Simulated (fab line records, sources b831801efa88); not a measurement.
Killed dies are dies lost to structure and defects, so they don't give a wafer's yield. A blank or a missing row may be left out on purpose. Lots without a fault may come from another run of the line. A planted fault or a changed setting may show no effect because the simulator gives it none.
fab line records | flow gf180mcu | part 1 of 2: steps 1 to 30 of 41
record lots=5 wafers=15 last_day=33
route steps=602 shown MVPSD@82 VT_IMPLANT@90
lots that met no fault: from a run of the same line without faults
start_h: hours from the record's first day to the start of the lot's first wafer shown | wait_h: hours since the lot's step before | " the same as in the row above | L1.1+2: a row that stands for several wafers | - no value, or no start given | * or withheld: withheld | < > ~ a bound
route shown NAME@n: a module of which the file shows steps, and the number in the route of the first | usual: mean/standard deviation of fault-free wafers | same: alike in all rows | chamber/n: place in a boat | sites: the reading at each site | _std_site: their standard deviation | _edge_site: outer sites' mean less inner sites' | radius_mm: how far each site lies from the wafer's centre | mask NAME#n: copy n | behind: the tool/chamber that last shaped the wafer | hold: why the lot was held/for how many hours/how that ended | device: the transistor (n, p or np) that didn't switch | end of line: the same wafers' tests at the end of the route | a step without rows: its recipe alone | killed: dies lost to structure and defects at the first sort, not the wafer's yield | map: a wafer's dies, x killed, . not, _ none there
set.NAME: the setting as run; set.NAME@STEP: as run at that earlier step | model.NAME: the simulator's own value behind a step, which no gauge read
lots at some steps of the route; a table a step, a row a wafer
services: from which hour (start_h, from the record's first day; less than 0 if before it) a tool's chamber was out of use, for how many hours, and why
## steps
# step GF_MVPSD_EXPOSE_04
# recipe mask_id=MVPSD target_cd_nm=1000 na=0.6 source_shape=conventional sigma_outer=0.6 dose_mj=260
# columns lot.wafer tool chamber start_h wait_h mask
L083.1+3+5 iline_stepper-02 0 - - MVPSD#0
L085.1+2+4 iline_stepper-02 0 - - MVPSD#0
L091.1+4+5 iline_stepper-02 0 - - MVPSD#0
L092.1+2+6 iline_stepper-01 0 - - MVPSD#0
L094.3+5+6 iline_stepper-01 0 - - MVPSD#0
# step GF_MVPSD_PEB_05
# recipe temp_c=115 time_s=withheld
# usual heater_power_total_W=69.33/0.13
# columns lot.wafer tool chamber start_h wait_h heater_power_total_W
L083.1 litho_track-03 0 - - 69.53
L083.3 " 0 " " 69.20
L083.5 " 0 " " 69.51
L085.1 litho_track-02 0 - - 69.19
L085.2 " 0 " " 69.19
L085.4 " 0 " " 69.37
L091.1 litho_track-01 0 - - 69.16
L091.4 " 0 " " 69.56
L091.5 " 0 " " 69.19
L092.1 litho_track-02 0 - - 69.31
L092.2 " 0 " " 69.27
L092.6 " 0 " " 69.27
L094.3 litho_track-02 0 - - 69.07
L094.5 " 0 " " 69.43
L094.6 " 0 " " 69.44
# step GF_MVPSD_DEVELOP_06
# recipe wall_angle_deg=90 develop_time_s=60 dev_temp_c=23
# columns lot.wafer tool chamber start_h wait_h
L083.1+3+5 litho_track-03 0 - -
L085.1+2+4 litho_track-02 0 - -
L091.1+4+5 litho_track-01 0 - -
L092.1+2+6 litho_track-02 0 - -
L094.3+5+6 litho_track-02 0 - -
# step GF_MVPSD_OVL_MEAS_07
# usual MVPSD_OVL=0.6/1.4
# columns lot.wafer tool chamber start_h wait_h MVPSD_OVL[nm]
L083.1 overlay-01 - 154.30 - 0.9
L083.3 " - " " 0.6
L083.5 " - " " -0.2
L085.1 overlay-01 - 164.43 - -0.6
L085.2 " - " " 0.1
L085.4 " - " " -2.1
L091.1 overlay-02 - 198.09 - -0.3
L091.4 " - " " 0.5
L091.5 " - " " -1.0
L092.1 overlay-02 - 202.33 - -0.7
L092.2 " - " " -0.8
L092.6 " - " " -0.4
L094.3 overlay-02 - 218.44 - -2.3
L094.5 " - " " -1.5
L094.6 " - " " 1.0
# step GF_MVPSD_IMPLANT_08
# recipe species=B energy_kev=170 dose_cm2=1.5e+13 tilt_deg=0
# usual end_station_pressure_torr=5.05e-06/2.6e-07
# columns lot.wafer tool chamber start_h wait_h end_station_pressure_torr
L083.1 implanter-02 0 154.33 0.0 4.86e-06
L083.3 " 0 " " 5.04e-06
L083.5 " 0 " " 5.43e-06
L085.1 implanter-02 0 164.46 0.0 4.53e-06
L085.2 " 0 " " 5.01e-06
L085.4 " 0 " " 4.94e-06
L091.1 implanter-01 0 198.12 0.0 4.85e-06
L091.4 " 0 " " 5.14e-06
L091.5 " 0 " " 5.17e-06
L092.1 implanter-03 0 202.36 0.0 5.17e-06
L092.2 " 0 " " 5.21e-06
L092.6 " 0 " " 5.35e-06
L094.3 implanter-03 0 218.51 0.1 5.19e-06
L094.5 " 0 " " 5.13e-06
L094.6 " 0 " " 4.91e-06
# step GF_MVPSD_IMPLANT_09
# recipe species=B energy_kev=40 dose_cm2=5e+12 tilt_deg=0
# usual end_station_pressure_torr=5.03e-06/2.6e-07
# columns lot.wafer tool chamber start_h wait_h end_station_pressure_torr
L083.1 implanter-02 0 154.48 0.1 5.21e-06
L083.3 " 0 " " 5.11e-06
L083.5 " 0 " " 5.34e-06
L085.1 implanter-02 0 164.61 0.1 4.8e-06
L085.2 " 0 " " 4.87e-06
L085.4 " 0 " " 5.04e-06
L091.1 implanter-01 0 198.27 0.1 5.01e-06
L091.4 " 0 " " 4.79e-06
L091.5 " 0 " " 5.09e-06
L092.1 implanter-03 0 202.51 0.1 5.16e-06
L092.2 " 0 " " 4.92e-06
L092.6 " 0 " " 5.24e-06
L094.3 implanter-03 0 218.66 0.1 4.79e-06
L094.5 " 0 " " 5.03e-06
L094.6 " 0 " " 5.21e-06
# step GF_MVPSD_STRIP_10
# recipe chemistry=O2/N2 power_w=1400 pressure_mtorr=1500 platen_temp_c=250 o2_flow_sccm=3000 n2_flow_sccm=300 overash_fraction=0.5
# usual drypump_motor_current_A=5.9/0.3 heater_power_w=326/46 oes_product_au=0.723/0.0047 strip_time_to_endpoint_s=36.99/0.12
# columns lot.wafer tool chamber start_h wait_h drypump_motor_current_A heater_power_w oes_product_au rf_hours_counter_h strip_time_to_endpoint_s
L083.1 plasma_asher-03 0 154.63 0.1 6.0 273 0.724 48 36.94
L083.3 " 0 " " 6.0 256 0.726 - 36.96
L083.5 " 1 " " 6.1 305 0.715 - 36.81
L085.1 plasma_asher-02 1 164.76 0.1 6.2 338 0.724 36 36.97
L085.2 " 0 " " 5.6 387 0.725 36 37.08
L085.4 " 1 " " 6.1 345 0.717 - 36.99
L091.1 plasma_asher-03 1 198.42 0.1 6.1 304 0.729 54 36.85
L091.4 " 0 " " 6.0 265 0.713 - 36.81
L091.5 " 0 " " 6.0 260 0.717 - 36.83
L092.1 plasma_asher-03 0 202.66 0.1 6.0 271 0.718 54 36.97
L092.2 " 1 " " 6.1 310 0.718 54 36.95
L092.6 " 0 " " 6.0 256 0.724 - 36.90
L094.3 plasma_asher-02 1 218.80 0.1 6.2 343 0.724 - 37.12
L094.5 " 1 " " 6.2 338 0.727 - 37.00
L094.6 " 0 " " 5.6 380 0.721 - 36.89
# step GF_MVPSD_TW_MEAS_11
# usual MVPSD_TW=550/5.7
# columns lot.wafer tool chamber start_h wait_h MVPSD_TW
L083.1 film_metro-01 - 154.73 0.1 545
L083.3 " - " " 551
L083.5 " - " " 544
L085.1 film_metro-02 - 164.86 0.1 558
L085.2 " - " " 558
L085.4 " - " " 556
L091.1 film_metro-04 - 198.52 0.1 542
L091.4 " - " " 545
L091.5 " - " " 545
L092.1 film_metro-04 - 202.76 0.1 544
L092.2 " - " " 541
L092.6 " - " " 543
L094.3 film_metro-01 - 218.88 0.1 550
L094.5 " - " " 549
L094.6 " - " " 549
# step GF_VT_IMPLANT_DEHYDRATE_00
# recipe temp_c=200 time_s=60
# usual heater_power_total_W=160.38/0.13
# columns lot.wafer tool chamber start_h wait_h heater_power_total_W
L083.1 litho_track-04 0 161.38 6.6 160.25
L083.3 " 0 " " 160.55
L083.5 " 0 " " 160.24
L085.1 litho_track-01 0 172.59 7.7 160.34
L085.2 " 0 " " 160.40
L085.4 " 0 " " 160.33
L091.1 litho_track-01 0 206.84 8.3 160.32
L091.4 " 0 " " 160.46
L091.5 " 0 " " 160.53
L092.1 litho_track-04 0 210.68 7.9 160.19
L092.2 " 0 " " 160.57
L092.6 " 0 " " 160.31
L094.3 litho_track-01 0 227.29 8.4 160.31
L094.5 " 0 " " 160.39
L094.6 " 0 " " 160.34
# step GF_VT_IMPLANT_HMDS_01
# recipe prime_time_s=60 prime_temp_c=120
# same prime_time_s=60
# columns lot.wafer tool chamber start_h wait_h
L083.1+3+5 litho_track-04 0 161.53 0.1
L085.1+2+4 litho_track-01 0 172.74 0.1
L091.1+4+5 litho_track-01 0 206.99 0.1
L092.1+2+6 litho_track-04 0 210.83 0.1
L094.3+5+6 litho_track-01 0 227.44 0.1
# step GF_VT_IMPLANT_COAT_02
# recipe resist=NOVOLAK spin_rpm=3000 resist_thk_nm=1000
# columns lot.wafer tool chamber start_h wait_h
L083.1+3+5 litho_track-04 0 161.68 0.1
L085.1+2+4 litho_track-01 0 172.89 0.1
L091.1+4+5 litho_track-01 0 207.14 0.1
L092.1+2+6 litho_track-04 0 210.98 0.1
L094.3+5+6 litho_track-01 0 227.59 0.1
# step GF_VT_IMPLANT_SOFTBAKE_03
# recipe temp_c=90 time_s=60 resist=NOVOLAK
# usual heater_power_total_W=56.60/0.047
# columns lot.wafer tool chamber start_h wait_h heater_power_total_W
L083.1 litho_track-04 0 161.83 0.1 56.60
L083.3 " 0 " " 56.56
L083.5 " 0 " " 56.51
L085.1 litho_track-01 0 173.04 0.1 56.66
L085.2 " 0 " " 56.54
L085.4 " 0 " " 56.65
L091.1 litho_track-01 0 207.29 0.1 56.66
L091.4 " 0 " " 56.64
L091.5 " 0 " " 56.67
L092.1 litho_track-04 0 211.13 0.1 56.58
L092.2 " 0 " " 56.57
L092.6 " 0 " " 56.56
L094.3 litho_track-01 0 227.74 0.1 56.61
L094.5 " 0 " " 56.66
L094.6 " 0 " " 56.56
# step GF_VT_IMPLANT_EXPOSE_04
# recipe mask_id=LVPWELL_LV_AREA target_cd_nm=600 na=0.6 source_shape=conventional sigma_outer=0.6 dose_mj=140
# columns lot.wafer tool chamber start_h wait_h mask
L083.1+3+5 iline_stepper-01 0 - - LVPWELL_LV_AREA#0
L085.1+2+4 iline_stepper-02 0 - - LVPWELL_LV_AREA#0
L091.1+4+5 iline_stepper-01 0 - - LVPWELL_LV_AREA#0
L092.1+2+6 iline_stepper-02 0 - - LVPWELL_LV_AREA#0
L094.3+5+6 iline_stepper-01 0 - - LVPWELL_LV_AREA#0
# step GF_VT_IMPLANT_PEB_05
# recipe temp_c=withheld time_s=* resist=NOVOLAK
# columns lot.wafer tool chamber start_h wait_h
L083.1+3+5 litho_track-01 0 - -
L085.1+2+4 litho_track-01 0 - -
L091.1+4+5 litho_track-04 0 - -
L092.1+2+6 litho_track-01 0 - -
L094.3+5+6 litho_track-01 0 - -
# step GF_VT_IMPLANT_DEVELOP_06
# recipe develop_time_s=60 dev_temp_c=23
# columns lot.wafer tool chamber start_h wait_h
L083.1+3+5 litho_track-01 0 169.74 0.1
L085.1+2+4 litho_track-01 0 181.09 0.1
L091.1+4+5 litho_track-04 0 215.53 0.1
L092.1+2+6 litho_track-01 0 219.59 0.1
L094.3+5+6 litho_track-01 0 236.24 0.1
# step GF_VT_IMPLANT_OVL_MEAS_07
# usual VT_IMPLANT_OVL=0.2/1.2
# columns lot.wafer tool chamber start_h wait_h VT_IMPLANT_OVL[nm]
L083.1 overlay-01 - 169.89 0.1 -0.9
L083.3 " - " " -0.3
L083.5 " - " " -0.4
L085.1 overlay-01 - 181.24 0.1 0.8
L085.2 " - " " -1.4
L085.4 " - " " -1.0
L091.1 overlay-02 - 215.68 0.1 0.7
L091.4 " - " " 1.2
L091.5 " - " " 1.1
L092.1 overlay-02 - 219.74 0.1 -0.7
L092.2 " - " " 1.3
L092.6 " - " " 2.0
L094.3 overlay-02 - 236.35 0.1 0.3
L094.5 " - " " -2.2
L094.6 " - " " 0.1
# step GF_VT_IMPLANT_IMPLANT_08
# recipe species=BF2 energy_kev=20 dose_cm2=8.29e+12 tilt_deg=7
# usual end_station_pressure_torr=5.07e-06/2.7e-07
# columns lot.wafer tool chamber start_h wait_h end_station_pressure_torr
L083.1 implanter-04 0 169.93 0.0 5e-06
L083.3 " 0 " " 5.31e-06
L083.5 " 0 " " 5.3e-06
L085.1 implanter-04 0 181.28 0.0 5.06e-06
L085.2 " 0 " " 5.35e-06
L085.4 " 0 " " 5.01e-06
L091.1 implanter-04 0 215.72 0.0 5.52e-06
L091.4 " 0 " " 5.15e-06
L091.5 " 0 " " 5.13e-06
L092.1 implanter-04 0 219.77 0.0 5.26e-06
L092.2 " 0 " " 5.38e-06
L092.6 " 0 " " 5.19e-06
L094.3 implanter-02 0 236.42 0.1 4.43e-06
L094.5 " 0 " " 4.48e-06
L094.6 " 0 " " 5.23e-06
# step GF_VT_IMPLANT_STRIP_09
# recipe chemistry=O2/N2 power_w=1400 pressure_mtorr=1500 platen_temp_c=250 o2_flow_sccm=3000 n2_flow_sccm=300 overash_fraction=0.5
# usual drypump_motor_current_A=5.7/0.77 heater_power_w=349/50 oes_product_au=0.715/0.0046 strip_time_to_endpoint_s=12.63/0.034
# columns lot.wafer tool chamber start_h wait_h drypump_motor_current_A heater_power_w oes_product_au rf_hours_counter_h strip_time_to_endpoint_s
L083.1 plasma_asher-01 1 170.08 0.1 4.6 320 0.716 53 12.60
L083.3 " 0 " " 6.5 413 0.716 - 12.62
L083.5 " 0 " " 6.6 419 0.714 - 12.60
L085.1 plasma_asher-04 1 181.43 0.1 6.1 395 0.711 5 12.67
L085.2 " 0 " " 5.3 304 0.713 5 12.63
L085.4 " 1 " " 6.1 389 0.720 - 12.69
L091.1 plasma_asher-01 0 215.87 0.1 6.6 419 0.716 59 12.61
L091.4 " 0 " " 6.6 421 0.718 - 12.59
L091.5 " 0 " " 6.6 410 0.719 - 12.61
L092.1 plasma_asher-03 0 219.92 0.1 5.9 271 0.715 56 12.58
L092.2 " 1 " " 6.2 312 0.713 56 12.62
L092.6 " 0 " " 6.0 266 0.717 - 12.59
L094.3 plasma_asher-03 1 236.56 0.1 6.1 306 0.724 - 12.62
L094.5 " 0 " " 6.0 267 0.707 - 12.62
L094.6 " 1 " " 6.1 309 0.718 - 12.61
# step GF_VT_IMPLANT_TW_MEAS_10
# usual VT_IMPLANT_TW=561/5.1
# columns lot.wafer tool chamber start_h wait_h VT_IMPLANT_TW
L083.1 film_metro-02 - 170.18 0.1 569
L083.3 " - " " 566
L083.5 " - " " 571
L085.1 film_metro-01 - 181.53 0.1 560
L085.2 " - " " 558
L085.4 " - " " 559
L091.1 film_metro-01 - 215.97 0.1 558
L091.4 " - " " 563
L091.5 " - " " 561
L092.1 film_metro-02 - 220.02 0.1 569
L092.2 " - " " 570
L092.6 " - " " 566
L094.3 film_metro-01 - 236.65 0.1 561
L094.5 " - " " 561
L094.6 " - " " 561
# step GF_VT_IMPLANT_DEHYDRATE_11
# recipe temp_c=200 time_s=60
# usual heater_power_total_W=160.38/0.13
# columns lot.wafer tool chamber start_h wait_h heater_power_total_W
L083.1 litho_track-01 0 177.24 7.1 160.31
L083.3 " 0 " " 160.33
L083.5 " 0 " " 160.44
L085.1 litho_track-01 0 189.54 8.0 160.20
L085.2 " 0 " " 160.21
L085.4 " 0 " " 160.23
L091.1 litho_track-03 0 224.24 8.3 160.43
L091.4 " 0 " " 160.56
L091.5 " 0 " " 160.41
L092.1 litho_track-03 0 228.64 8.6 160.21
L092.2 " 0 " " 160.60
L092.6 " 0 " " 160.27
L094.3 litho_track-04 0 245.18 8.5 160.36
L094.5 " 0 " " 160.24
L094.6 " 0 " " 160.58
# step GF_VT_IMPLANT_HMDS_12
# recipe prime_time_s=60 prime_temp_c=120
# same prime_time_s=60
# columns lot.wafer tool chamber start_h wait_h
L083.1+3+5 litho_track-01 0 177.39 0.1
L085.1+2+4 litho_track-01 0 189.69 0.1
L091.1+4+5 litho_track-03 0 224.39 0.1
L092.1+2+6 litho_track-03 0 228.79 0.1
L094.3+5+6 litho_track-04 0 245.33 0.1
# step GF_VT_IMPLANT_COAT_13
# recipe resist=NOVOLAK spin_rpm=3000 resist_thk_nm=1000
# columns lot.wafer tool chamber start_h wait_h
L083.1+3+5 litho_track-01 0 177.54 0.1
L085.1+2+4 litho_track-01 0 189.84 0.1
L091.1+4+5 litho_track-03 0 224.54 0.1
L092.1+2+6 litho_track-03 0 228.94 0.1
L094.3+5+6 litho_track-04 0 245.48 0.1
# step GF_VT_IMPLANT_SOFTBAKE_14
# recipe temp_c=90 time_s=60 resist=NOVOLAK
# usual heater_power_total_W=56.59/0.044
# columns lot.wafer tool chamber start_h wait_h heater_power_total_W
L083.1 litho_track-01 0 177.69 0.1 56.66
L083.3 " 0 " " 56.67
L083.5 " 0 " " 56.60
L085.1 litho_track-01 0 189.99 0.1 56.61
L085.2 " 0 " " 56.58
L085.4 " 0 " " 56.52
L091.1 litho_track-03 0 224.69 0.1 56.61
L091.4 " 0 " " 56.57
L091.5 " 0 " " 56.53
L092.1 litho_track-03 0 229.09 0.1 56.57
L092.2 " 0 " " 56.61
L092.6 " 0 " " 56.56
L094.3 litho_track-04 0 245.63 0.1 56.59
L094.5 " 0 " " 56.61
L094.6 " 0 " " 56.63
# step GF_VT_IMPLANT_EXPOSE_15
# recipe mask_id=Nwell_LV_AREA target_cd_nm=860 na=0.6 source_shape=conventional sigma_outer=0.6 dose_mj=140
# columns lot.wafer tool chamber start_h wait_h mask
L083.1+3+5 iline_stepper-01 0 - - Nwell_LV_AREA#0
L085.1+2+4 iline_stepper-01 0 - - Nwell_LV_AREA#0
L091.1+4+5 iline_stepper-02 0 - - Nwell_LV_AREA#0
L092.1+2+6 iline_stepper-02 0 - - Nwell_LV_AREA#0
L094.3+5+6 iline_stepper-02 0 - - Nwell_LV_AREA#0
# step GF_VT_IMPLANT_PEB_16
# recipe temp_c=withheld time_s=* resist=NOVOLAK
# columns lot.wafer tool chamber start_h wait_h
L083.1+3+5 litho_track-03 0 - -
L085.1+2+4 litho_track-01 0 - -
L091.1+4+5 litho_track-01 0 - -
L092.1+2+6 litho_track-04 0 - -
L094.3+5+6 litho_track-03 0 - -
# step GF_VT_IMPLANT_DEVELOP_17
# recipe develop_time_s=60 dev_temp_c=23
# columns lot.wafer tool chamber start_h wait_h
L083.1+3+5 litho_track-03 0 186.54 0.1
L085.1+2+4 litho_track-01 0 197.59 0.1
L091.1+4+5 litho_track-01 0 233.89 0.1
L092.1+2+6 litho_track-04 0 237.68 0.1
L094.3+5+6 litho_track-03 0 254.69 0.1
# step GF_VT_IMPLANT_OVL_MEAS_18
# usual VT_IMPLANT_01_OVL=0.1/1.5
# columns lot.wafer tool chamber start_h wait_h VT_IMPLANT_01_OVL[nm]
L083.1 overlay-01 - 186.69 0.1 0.0
L083.3 " - " " 1.1
L083.5 " - " " -1.1
L085.1 overlay-02 - 197.74 0.1 0.1
L085.2 " - " " -3.0
L085.4 " - " " -1.5
L091.1 overlay-01 - 234.04 0.1 2.1
L091.4 " - " " 0.1
L091.5 " - " " 1.8
L092.1 overlay-01 - 237.83 0.1 0.5
L092.2 " - " " 0.4
L092.6 " - " " 2.0
L094.3 overlay-02 - 254.81 0.1 1.1
L094.5 " - " " 0.3
L094.6 " - " " 1.0
# step GF_VT_IMPLANT_IMPLANT_19
# recipe species=As energy_kev=100 dose_cm2=4.35e+12 tilt_deg=7
# usual end_station_pressure_torr=5.04e-06/2.6e-07
# columns lot.wafer tool chamber start_h wait_h end_station_pressure_torr
L083.1 implanter-02 0 186.73 0.0 5e-06
L083.3 " 0 " " 5.11e-06
L083.5 " 0 " " 4.83e-06
L085.1 implanter-02 0 197.77 0.0 5.73e-06
L085.2 " 0 " " 4.82e-06
L085.4 " 0 " " 5.08e-06
L091.1 implanter-01 0 234.07 0.0 5.33e-06
L091.4 " 0 " " 5.34e-06
L091.5 " 0 " " 5.44e-06
L092.1 implanter-02 0 237.87 0.0 4.74e-06
L092.2 " 0 " " 4.93e-06
L092.6 " 0 " " 4.42e-06
L094.3 implanter-02 0 254.88 0.1 5.21e-06
L094.5 " 0 " " 4.81e-06
L094.6 " 0 " " 4.91e-06
# step GF_VT_IMPLANT_STRIP_20
# recipe chemistry=O2/N2 power_w=1400 pressure_mtorr=1500 platen_temp_c=250 o2_flow_sccm=3000 n2_flow_sccm=300 overash_fraction=0.5
# usual drypump_motor_current_A=5.8/0.55 heater_power_w=329/50 oes_product_au=0.717/0.0045 strip_time_to_endpoint_s=12.63/0.035
# columns lot.wafer tool chamber start_h wait_h drypump_motor_current_A heater_power_w oes_product_au rf_hours_counter_h strip_time_to_endpoint_s
L083.1 plasma_asher-04 1 186.88 0.1 6.0 387 0.707 6 12.60
L083.3 " 1 " " 6.0 388 0.715 - 12.63
L083.5 " 1 " " 6.0 403 0.720 - 12.64
L085.1 plasma_asher-03 0 197.92 0.1 6.0 265 0.711 53 12.66
L085.2 " 1 " " 6.1 306 0.714 53 12.64
L085.4 " 0 " " 6.0 267 0.714 - 12.62
L091.1 plasma_asher-03 1 234.22 0.1 6.2 298 0.720 58 12.61
L091.4 " 0 " " 6.0 263 0.718 - 12.60
L091.5 " 1 " " 6.2 292 0.719 - 12.64
L092.1 plasma_asher-04 0 238.02 0.1 5.3 313 0.717 9 12.64
L092.2 " 1 " " 6.1 384 0.703 9 12.59
L092.6 " 1 " " 6.0 387 0.720 - 12.58
L094.3 plasma_asher-03 1 255.01 0.1 6.1 305 0.719 - 12.63
L094.5 " 0 " " 6.0 260 0.718 - 12.67
L094.6 " 1 " " 6.1 311 0.721 - 12.67
# step GF_VT_IMPLANT_TW_MEAS_21
# usual VT_IMPLANT_2_TW=1203/8.8
# columns lot.wafer tool chamber start_h wait_h VT_IMPLANT_2_TW
L083.1 film_metro-01 - 186.98 0.1 1206
L083.3 " - " " 1200
L083.5 " - " " 1209
L085.1 film_metro-03 - 198.02 0.1 1200
L085.2 " - " " 1203
L085.4 " - " " 1209
L091.1 film_metro-03 - 234.32 0.1 1201
L091.4 " - " " 1199
L091.5 " - " " 1198
L092.1 film_metro-01 - 238.12 0.1 1211
L092.2 " - " " 1208
L092.6 " - " " 1200
L094.3 film_metro-01 - 255.10 0.1 1199
L094.5 " - " " 1202
L094.6 " - " " 1208
